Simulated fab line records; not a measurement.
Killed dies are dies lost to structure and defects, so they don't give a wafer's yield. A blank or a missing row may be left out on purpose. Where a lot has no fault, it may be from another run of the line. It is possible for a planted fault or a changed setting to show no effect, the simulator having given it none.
Comparing a struck lot with a sound one -- flow sky130 -- 17 steps out of a route of 708
Sound: the wafers L474.3, L474.4, L474.5. Wafers struck: L484.4, L484.5, L484.6. Last of all comes the cause.
For every step that has rows: the tool of each side, followed by ch and its chambers, followed by its first start. Under that, the readings that differ: sound wafers -- struck wafers -- difference of the means -- sigmas: that difference in standard deviations of wafers without a fault.
alike: a reading whose means differ by less than 2 such deviations, as well as words and numbers matching on both sides. not compared: withheld readings; readings where some wafer has no value; bounds like >300 that might hide an equal value; numbers whose values overlap and for which the record gives no deviation.
A row with sigmas, a row that says differs or no value, or rows on one side alone: a step with any of these is where the two part. Numbers that have no deviation but don't overlap get no sigmas and don't part them. A reading missing from all wafers of one side parts the sides only when that side holds two or more wafers.

first, 1 step without rows for these wafers: SKY_VT_ADJUST_PCH_IMPLANT_08.
SKY_VT_ADJUST_PCH_STRIP_09: strips in O2/N2.
  sound on plasma asher-01 ch 0,1, day 12 20:22; struck on plasma asher-04 ch 0,1, day 15 06:13
reading,sound,struck,difference,sigmas
drypump motor current A (A),5.3 5.1 5.3,5.9 5.9 5.9,+0.7,+2
  alike: oes product au, strip time to endpoint s
  not compared: rf hours counter h
SKY_VT_ADJUST_PCH_TW_MEAS_10:
  sound on film metro-03, day 12 20:27; struck on film metro-03, day 15 06:19
  alike: VT_ADJUST_PCH_TW
then, 7 steps without rows for these wafers: SKY_SONOS_TUNNEL_DEHYDRATE_00 (time 60 s); SKY_SONOS_TUNNEL_HMDS_01 (prime time 60 s); SKY_SONOS_TUNNEL_COAT_02 (resist thk 1140 nm); SKY_SONOS_TUNNEL_SOFTBAKE_03 (time 60 s); SKY_SONOS_TUNNEL_EXPOSE_04 (exposes mask TUNM, target cd 410 nm); SKY_SONOS_TUNNEL_PEB_05; SKY_SONOS_TUNNEL_DEVELOP_06 (develop time 60 s).
SKY_SONOS_TUNNEL_CD_MEAS_07 targets a cd of 410 nm.
  sound on cd sem-02, day 13 20:34; struck on cd sem-01, day 16 09:02
  alike: cd nm
SKY_SONOS_TUNNEL_OVL_MEAS_08:
  sound on overlay-02, day 13 20:39; struck on overlay-01, day 16 09:06
reading,sound,struck,difference,sigmas
SONOS_TUNNEL_OVL (nm),1.8 3.1 1.7,0.0 -0.3 -1.6,-2.8,-2
SKY_SONOS_TUNNEL_IMPLANT_09:
  sound on implanter-02 ch 0, day 13 20:43; struck on implanter-02 ch 0, day 16 09:12
reading,sound,struck,difference,sigmas
dose ions cm2,1.0014e+12 9.992e+11 1e+12,3.416e+11 3.415e+11 3.423e+11,-6.584e+11,-99 or more
faraday current uA,5.70 5.75 5.49,1.92 1.92 1.99,-3.70,-31
  alike: end station pressure torr
then, 2 steps without rows for these wafers: SKY_SONOS_TUNNEL_WET_ETCH_10 (etches SiO2 in dHF, target depth 14 nm, time 280 s); SKY_SONOS_TUNNEL_STRIP_11 (strips in SPM, time 600 s).
SKY_SONOS_TUNNEL_TW_MEAS_12:
  sound on film metro-04, day 13 21:06; struck on film metro-01, day 16 09:59
reading,sound,struck,difference,sigmas
SONOS_TUNNEL_TW,198.5 198.6 198.2,146.1 146.9 147.4,-51.6,-34
  not compared: hold
-- a jump in the record: the struck wafers' starts before and after are 34 days apart (it breaks off in module SONOS_TUNNEL and resumes in module PAD_OPEN, where the first step shown is number 708 of the route) --
SKY_PAD_OPEN_PROBE_99:
  sound on prober-02, day 48 02:29; struck on prober-01, day 50 00:49
reading,sound,struck,difference,sigmas
model.etest.sonos uncharged.r on ohm um,803.9 821.8 821.1,762.1 765.4 774.1,-48.4,
model.etest.sonos programmed.off log10 a um,-14.01 -14.04 -14,-12.78 -12.39 -12.7,+1.39,
model.etest.sonos programmed.vt v (V),1.505 1.462 1.513,1.398 1.367 1.384,-0.110,
model.etest.sonos baked.vt v (V),0.9744 0.9727 0.9729,0.8486 0.8806 0.8188,-0.1240,
model.etest.sonos uncharged.vt v (V),-0.4265 -0.3866 -0.422,-0.6168 -0.6159 -0.5671,-0.1882,
model.etest.sonos erased.vt v (V),-2.27 -2.212 -2.318,-2.514 -2.56 -2.552,-0.275,
  alike: killed_at_M0_to_M3, killed_at_M4_up, killed at contacts, killed at front end, killed at other, killed dies, killed open, killed short
  not compared: model.etest.tip sonos.rs ohm sq

## WHERE THEY PART
First at SKY_VT_ADJUST_PCH_STRIP_09; last, within this record, at SKY_SONOS_TUNNEL_TW_MEAS_12. Later steps at which nothing parts them and some readings are alike: SKY_PAD_OPEN_PROBE_99.

WHY: what had been put in by the simulator
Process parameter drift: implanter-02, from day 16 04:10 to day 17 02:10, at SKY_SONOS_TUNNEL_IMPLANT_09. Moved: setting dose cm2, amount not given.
